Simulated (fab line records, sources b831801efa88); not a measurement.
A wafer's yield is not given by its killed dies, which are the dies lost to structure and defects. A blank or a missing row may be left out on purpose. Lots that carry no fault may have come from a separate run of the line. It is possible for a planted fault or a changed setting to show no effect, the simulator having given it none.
fab line records ; flow sky130
record: lots: 6; wafers: 18; last_day: 50
route steps=708 shown LDD_LDN@300 SPACER@304 POLY_CUT@307
lots with no fault: from the same line, run without faults
start_h: hours from the record's opening day to when the first of the lot's shown wafers began ; wait_h: hours since the lot's step before ; " as in the row above ; L1.1+2: one row covering several wafers at once ; - no value, or no start given ; * or withheld: withheld ; < > ~ a bound
route shown NAME@n: names a module that has steps shown in the file, with the first one's number in the route ; usual: mean/standard deviation taken from wafers without a fault ; same: alike in all rows ; chamber/n: place in a boat ; sites: the reading at each site ; _std_site: the standard deviation of these ; _edge_site: mean of outer sites minus mean of inner sites ; radius_mm: for every site, how far away it sits from the centre of the wafer ; mask NAME#n: copy n ; behind: the last tool/chamber to shape the wafer ; hold: why the lot went on hold/how many hours it stayed there/how the hold came to an end ; device: the transistor (n, p or np) that didn't switch ; end of line: at the end of the route, the tests of the same wafers ; for a step that has no rows: nothing shown but its recipe ; killed: dies lost to structure and defects at the first sort, not the wafer's yield ; map: dies across one wafer; x = killed, . = not, _ = none there
set.NAME: the setting the step ran with; set.NAME@STEP: the setting that earlier step ran with ; model.NAME: the simulator's own value behind a step, which no gauge read
lots seen at some steps along the route; tables by step, rows by wafer
services: from which hour (start_h, from the record's first day; less than 0 if before it) a tool's chamber was out of use, for how many hours, and why
== steps ==
step: SKY_LDD_LDN_IMPLANT_11
recipe: species: As; energy_kev: 15; dose_cm2: 1.25e+13; tilt_deg: withheld; rotation_deg: 293
step: SKY_LDD_LDN_STRIP_12
recipe: chemistry: O2/N2; power_w: 1400; pressure_mtorr: 1500; platen_temp_c: withheld; o2_flow_sccm: 3000; n2_flow_sccm: 300; overash_fraction: 0.5
usual: drypump_motor_current_A: 5.8/0.46; n2_flow_sccm: 300.0/0.94; oes_product_au: 0.715/0.0047; strip_time_to_endpoint_s: 14.19/0.045
lot.wafer;tool;chamber;start_h;wait_h;drypump_motor_current_A;n2_flow_sccm;oes_product_au;rf_hours_counter_h;strip_time_to_endpoint_s
L162.2;plasma_asher-04;1;536.39;0.1;5.4;301.0;0.714;79;14.25
L162.3;plasma_asher-04;0;536.39;0.1;6.1;299.6;0.719;-;14.25
L162.4;plasma_asher-04;1;536.39;0.1;5.4;300.4;0.709;-;14.22
L163.2;plasma_asher-04;0;544.80;0.1;6.0;299.2;0.719;80;14.20
L163.4;plasma_asher-04;1;544.80;0.1;5.4;300.1;0.722;-;14.20
L163.6;plasma_asher-04;1;544.80;0.1;5.4;301.1;0.712;-;14.20
L177.2;plasma_asher-04;1;667.94;0.1;5.4;298.6;0.716;93;14.20
L177.3;plasma_asher-04;1;667.94;0.1;5.4;299.0;0.718;-;14.24
L177.4;plasma_asher-04;0;667.94;0.1;6.1;300.6;0.715;-;14.23
L178.3;plasma_asher-04;0;669.43;0.1;6.1;299.3;0.714;-;14.22
L178.5;plasma_asher-04;1;669.43;0.1;5.5;298.4;0.712;-;14.23
L178.6;plasma_asher-04;0;669.43;0.1;6.1;299.8;0.708;-;14.19
L182.1;plasma_asher-02;0;698.20;0.1;6.8;301.0;0.723;27;14.12
L182.3;plasma_asher-02;1;698.20;0.1;5.7;299.2;0.716;-;14.15
L182.6;plasma_asher-02;0;698.20;0.1;6.8;300.0;0.715;-;14.12
L184.2;plasma_asher-02;1;719.84;0.1;5.8;300.5;0.722;29;14.14
L184.3;plasma_asher-02;0;719.84;0.1;6.8;299.7;0.712;-;14.14
L184.4;plasma_asher-02;1;719.84;0.1;5.8;300.5;0.727;-;14.13
step: SKY_LDD_LDN_TW_MEAS_13
usual: LDD_LDN_TW: 1471/11
lot.wafer;tool;chamber;start_h;wait_h;LDD_LDN_TW
L162.2;film_metro-04;-;536.50;0.1;1460
L162.3;film_metro-04;-;536.50;0.1;1462
L162.4;film_metro-04;-;536.50;0.1;1464
L163.2;film_metro-04;-;544.91;0.1;1464
L163.4;film_metro-04;-;544.91;0.1;1469
L163.6;film_metro-04;-;544.91;0.1;1466
L177.2;film_metro-04;-;668.05;0.1;1464
L177.3;film_metro-04;-;668.05;0.1;1466
L177.4;film_metro-04;-;668.05;0.1;1474
L178.3;film_metro-01;-;669.51;0.1;1492
L178.5;film_metro-01;-;669.51;0.1;1498
L178.6;film_metro-01;-;669.51;0.1;1506
L182.1;film_metro-01;-;698.30;0.1;1486
L182.3;film_metro-01;-;698.30;0.1;1480
L182.6;film_metro-01;-;698.30;0.1;1475
L184.2;film_metro-01;-;719.95;0.1;1476
L184.3;film_metro-01;-;719.95;0.1;1469
L184.4;film_metro-01;-;719.95;0.1;1482
step: SKY_LDD_LDN_CLEAN_14
recipe: chemistry: SC1/SC2; mix: 1:4:20; temp_c: 70; time_s: 150; dry: n2_spin
step: SKY_SPACER_CVD_00
recipe: material: Si3N4; precursor: DCS/NH3; target_thk_nm: 43.1; temp_c: 770; time_s: 740; pressure_mtorr: 250
step: SKY_SPACER_THK_MEAS_01
recipe: reads: Si3N4_of_SPACER_CVD_00
usual: SPACER_CVD_00_THK: 43.3/0.35
lot.wafer;tool;chamber;start_h;wait_h;SPACER_CVD_00_THK[nm]
L162.2;film_metro-03;-;538.42;0.0;43.4
L162.3;film_metro-03;-;538.42;0.0;43.1
L162.4;film_metro-03;-;538.42;0.0;43.1
L163.2;film_metro-03;-;547.93;0.0;43.6
L163.4;film_metro-03;-;547.93;0.0;43.9
L163.6;film_metro-03;-;547.93;0.0;43.8
L177.2;film_metro-03;-;673.05;0.1;42.9
L177.3;film_metro-03;-;673.05;0.1;43.1
L177.4;film_metro-03;-;673.05;0.1;43.4
L178.3;film_metro-04;-;673.06;0.1;43.5
L178.5;film_metro-04;-;673.06;0.1;43.4
L178.6;film_metro-04;-;673.06;0.1;43.5
L182.1;film_metro-04;-;699.62;0.0;42.7
L182.3;film_metro-04;-;699.62;0.0;42.8
L182.6;film_metro-04;-;699.62;0.0;42.6
L184.2;film_metro-03;-;721.64;0.0;43.4
L184.3;film_metro-03;-;721.64;0.0;43.3
L184.4;film_metro-03;-;721.64;0.0;43.3
step: SKY_SPACER_ETCHBACK_02
recipe: chemistry: CH3F/O2; target: Si3N4; stop_on: SiO2; source_w: 400; bias_w: 80; pressure_mtorr: 25; ch3f_flow_sccm: 40; O2_flow_sccm: 30; time_s: 46.7; target_depth_a: 450
usual: drypump_motor_current_A: 5.7/0.45; oes_product_au: 0.857/0.0057; throttle_valve_pct: 10.563/0.009
lot.wafer;tool;chamber;start_h;wait_h;drypump_motor_current_A;oes_product_au;rf_hours_counter_h;throttle_valve_pct
L162.2;rie_diel-01;3;538.47;0.0;5.0;0.861;4;10.573
L162.3;rie_diel-01;2;538.47;0.0;6.2;0.859;11;10.564
L162.4;rie_diel-01;0;538.47;0.0;5.4;0.851;3;10.579
L163.2;rie_diel-01;2;547.98;0.0;6.2;0.862;11;10.567
L163.4;rie_diel-01;1;547.98;0.0;5.3;0.871;6;10.566
L163.6;rie_diel-01;1;547.98;0.0;5.3;0.863;-;10.572
L177.2;rie_diel-01;1;673.10;0.0;5.3;0.852;7;10.564
L177.3;rie_diel-01;0;673.10;0.0;5.4;0.859;6;10.550
L177.4;rie_diel-01;2;673.10;0.0;6.2;0.857;13;10.573
L178.3;rie_diel-04;2;673.10;0.0;5.2;0.862;30;10.550
L178.5;rie_diel-04;1;673.10;0.0;5.8;0.860;-;10.572
L178.6;rie_diel-04;3;673.10;0.0;6.1;0.854;-;10.558
L182.1;rie_diel-04;1;699.68;0.1;5.8;0.850;3;10.565
L182.3;rie_diel-04;3;699.68;0.1;6.1;0.850;16;10.563
L182.6;rie_diel-04;0;699.68;0.1;6.0;0.851;-;10.552
L184.2;rie_diel-04;3;721.69;0.0;6.1;0.860;16;10.566
L184.3;rie_diel-04;1;721.69;0.0;5.8;0.858;4;10.541
L184.4;rie_diel-04;0;721.69;0.0;6.0;0.860;4;10.555
step: SKY_POLY_CUT_DEHYDRATE_00
recipe: temp_c: 200; time_s: 60
step: SKY_POLY_CUT_HMDS_01
recipe: prime_time_s: 60; prime_temp_c: 120
step: SKY_POLY_CUT_COAT_02
recipe: resist: BARC; temp_c: withheld; time_s: withheld; spin_rpm: 3000; resist_thk_nm: 60
step: SKY_POLY_CUT_COAT_03
recipe: resist: KrF-thick; spin_rpm: 3000; resist_thk_nm: 450
step: SKY_POLY_CUT_SOFTBAKE_04
recipe: temp_c: 100; time_s: 90; resist: KrF-thick
step: SKY_POLY_CUT_EXPOSE_05
recipe: mask_id: NPCM; na: 0.8; source_shape: annular; sigma_inner: 0.55; sigma_outer: 0.85; target_cd_nm: 270; dose_mj: 32
usual: exposure_dose_mJ_cm2: 31.97/0.038; focus_offset_nm: 0.0/0.49; sigma_inner: 0.55/0
lot.wafer;tool;chamber;start_h;wait_h;mask;exposure_dose_mJ_cm2;focus_offset_nm;sigma_inner
L162.2;krf_scanner-02;0;553.81;-;NPCM#0;31.94;0.6;0.55
L162.3;krf_scanner-02;0;553.81;-;NPCM#0;32.00;-0.2;0.55
L162.4;krf_scanner-02;0;553.81;-;NPCM#0;32.01;-0.6;0.55
L163.2;krf_scanner-01;0;562.80;-;NPCM#0;31.96;-0.4;0.55
L163.4;krf_scanner-01;0;562.80;-;NPCM#0;31.95;0.3;0.55
L163.6;krf_scanner-01;0;562.80;-;NPCM#0;31.99;0.5;0.55
L177.2;krf_scanner-02;-;687.95;-;NPCM#0;-;-;-
L177.3;krf_scanner-02;-;687.95;-;NPCM#0;-;-;-
L177.4;krf_scanner-02;-;687.95;-;NPCM#0;-;-;-
L178.3;krf_scanner-01;-;688.26;-;NPCM#0;-;-;-
L178.5;krf_scanner-01;-;688.26;-;NPCM#0;-;-;-
L178.6;krf_scanner-01;-;688.26;-;NPCM#0;-;-;-
L182.1;krf_scanner-02;0;712.91;-;NPCM#0;31.95;0.7;0.55
L182.3;krf_scanner-02;0;712.91;-;NPCM#0;32.01;0.6;0.55
L182.6;krf_scanner-02;0;712.91;-;NPCM#0;31.98;0.8;0.55
L184.2;krf_scanner-01;0;735.66;-;NPCM#0;31.95;-0.1;0.55
L184.3;krf_scanner-01;0;735.66;-;NPCM#0;31.98;-0.3;0.55
L184.4;krf_scanner-01;0;735.66;-;NPCM#0;31.92;-0.4;0.55
step: SKY_POLY_CUT_PEB_06
recipe: peb_temp_c: withheld; peb_time_s: withheld; resist: KrF-thick
== services ==
tool;chamber;start_h;hours;kind
rie_diel-04;0;513.62;-;clean
rie_diel-04;0;513.62;17.1;scheduled_down
krf_scanner-01;-;518.51;0.4;repair
rie_diel-04;2;558.09;33.6;repair
krf_scanner-01;-;577.09;1.0;pm
krf_scanner-02;-;578.09;1.3;pm
krf_scanner-01;-;579.39;11.6;pm
rie_diel-01;1;585.24;5.4;repair
krf_scanner-01;-;591.24;3.6;pm
krf_scanner-01;-;596.21;1.3;pm
plasma_asher-04;-;613.78;2.4;repair
krf_scanner-02;-;628.38;0.8;pm
rie_diel-04;2;652.67;8.3;repair
krf_scanner-02;-;655.59;1.0;pm
krf_scanner-01;-;666.46;0.8;pm
rie_diel-04;0;669.01;9.8;repair
krf_scanner-01;-;690.36;0.6;repair
rie_diel-04;-;694.05;4.3;pm
krf_scanner-01;-;698.94;36.0;pm
rie_diel-01;3;721.78;2.0;repair
krf_scanner-02;-;733.20;3.4;repair
plasma_asher-04;-;733.75;9.0;pm
plasma_asher-04;0;733.75;9.0;vent_cycle
plasma_asher-04;1;733.75;9.0;vent_cycle
== key ==
first_sign: step: SKY_POLY_CUT_EXPOSE_05; reading: tool_record; direction: missing
effect none on later readings
met_at SKY_POLY_CUT_EXPOSE_05
struck_wafers L177.2,L177.3,L177.4,L178.3,L178.5,L178.6
later_rows_left_out L177.2,L177.3,L177.4,L178.3,L178.5,L178.6
sort_left_out L177.2,L177.3,L177.4,L178.3,L178.5,L178.6
tester_left_out L177,L178
onset_between 562.80 687.95
fault: kind: skipped_step_whole; tool: krf_scanner-01,krf_scanner-02; chamber: -; onset_h: 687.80; steps: SKY_POLY_CUT_EXPOSE_05; scope: struck_lots_only
tester_left_out: of these lots the tester's yield and bins aren't shown, on N5 and GAA mostly nor the transistor test; their killed dies are dies lost to structure and defects alone, not to doping, threshold or leakage, so they don't give the yield
sort_left_out: the simulated sort isn't trusted on such a fault, so these wafers' sort isn't shown, and their yield isn't known
later_rows_left_out: the simulator's readings of these wafers behind a module that went badly wrong aren't trusted and aren't shown, but for the sort
